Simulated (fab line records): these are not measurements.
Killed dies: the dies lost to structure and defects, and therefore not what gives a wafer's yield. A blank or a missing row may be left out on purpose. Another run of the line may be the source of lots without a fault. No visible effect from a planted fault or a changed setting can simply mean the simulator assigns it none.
Chamber matching -- flow gf180mcu -- GF_CONTACT_CMP_04 on cmp-02 has 4 sister chambers
The step polishes SiO2. 4 wafers are shown with their chamber, then 8 later ones without.

WAFERS PAIRED WITH THEIR CHAMBERS
wafer,chamber,motorCurrentA (A)
L095.1,3,10.6
L095.2,1,14.0
L095.3,0,11.0
L095.4,2,12.2

WAFERS WITHOUT THEIR CHAMBER
wafer,motorCurrentA (A)
L095.5,10.4
L095.6,11.7
L096.1,11.2
L096.2,14.1
L096.3,10.4
L096.4,11.8
L096.5,11.3
L096.6,10.7

WHICH CHAMBER EACH ONE RAN IN
wafer,from the rows above,in truth
L095.5,can't be placed: 3 or 0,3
L095.6,can't be placed: 2 or 0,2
L096.1,can't be placed: 0 or 3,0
L096.2,1,1
L096.3,can't be placed: 3 or 0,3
L096.4,can't be placed: 2 or 0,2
L096.5,can't be placed: 0 or 3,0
L096.6,can't be placed: 3 or 0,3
Correctly placed: 1 of 8. Can't be placed from these rows: 7 (the true chamber is among the candidates in 7). Wrongly placed: 0.
How it was worked out, from the rows above alone: a wafer's distance from a chamber is the root of the sum, over the readings, of the square of ((its reading less the chamber's mean) divided by the reading's scatter). If the next closest chamber is less than 2 further off than the closest, the wafer can't be placed; otherwise it belongs to the closest. The mean given for a chamber averages the wafers shown for that chamber. The scatter: with one shown wafer a chamber, the root of the mean of the squares of how far each hidden wafer lies from its nearest shown one.
